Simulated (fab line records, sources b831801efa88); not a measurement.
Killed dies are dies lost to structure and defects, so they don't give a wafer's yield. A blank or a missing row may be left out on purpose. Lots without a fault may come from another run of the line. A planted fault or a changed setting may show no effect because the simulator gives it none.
Problem report in the 8D (eight disciplines) form, filled by code | flow gf180mcu | the parts of the form that need people (team, actions taken, sign-off) are left out

1. THE PROBLEM
tilt_deg at GF_MVSD_IMPLANT_09 reads a mean of 6.728 degrees on 9 wafers of 3 lots; wafers without a fault read -0.004 degrees with a standard deviation of 0.018. That is +99 or more standard deviations from the usual mean.
First seen on wafer L802.3, day 6 03:32, on implanter-03. The record holds 21 wafers of 7 lots with a number at this step. Rule for "out", or "out of limits": more than 4 standard deviations from the usual mean. The other wafers with a number count as sound.

2. WHAT IT IS AND WHAT IT IS NOT
question                    | is                     | is not
which readings at this step | tilt_deg               | beam_on_s
which lots                  | L802, L803, L806       | L796, L799, L812, L813
which wafers of those lots  | all that have a number | -
read on which tools         | implanter-03           | implanter-01
when                        | from day 6 03:32       | up to then (6 sound wafers); but 6 sound wafers of L812, L813 came after

3. SUSPECTS, AND WHAT RULES EACH OUT
Counting: a tool at a process step up to the reading stays a suspect if it ran every lot that is out and no sound lot after the first of them.
- implanter-03 at GF_MVSD_IMPLANT_09: kept. It ran every lot that is out, first L802 (day 6 03:32), and no sound lot after that; its last sound lot up to then is L796 (day 4 15:57). Its own readings are out on those wafers: tilt_deg.
Left after counting: implanter-03 at GF_MVSD_IMPLANT_09.

4. THE CAUSE (what the simulator had put in)
Process parameter drift: implanter-03, from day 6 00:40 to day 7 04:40, at GF_MVSD_IMPLANT_09. Setting tilt_deg, moved by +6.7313, from 0. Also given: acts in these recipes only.
Counting left only this tool.

5. THE CHAIN OF EFFECTS, in route order
Each row: a reading whose mean over the struck wafers that have a number lies more than 3 standard deviations from the usual. Only readings for which the record gives a usual standard deviation are gone through. hours: the time from each lot's start at the first step in this table that gives one to its start at this step, as a median over the lots. sigmas: the change in usual standard deviations.
hours | step               | reading  | usual          | on struck wafers | change | sigmas
0     | GF_MVSD_IMPLANT_09 | tilt_deg | -0.004 degrees | 6.728            | +6.732 | +99 or more
The process steps in it:
- GF_MVSD_IMPLANT_09

6. WHAT WOULD HAVE CAUGHT IT SOONER
In this record the first reading out of limits was taken at day 6 03:32, 3 hours after the fault began at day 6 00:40.
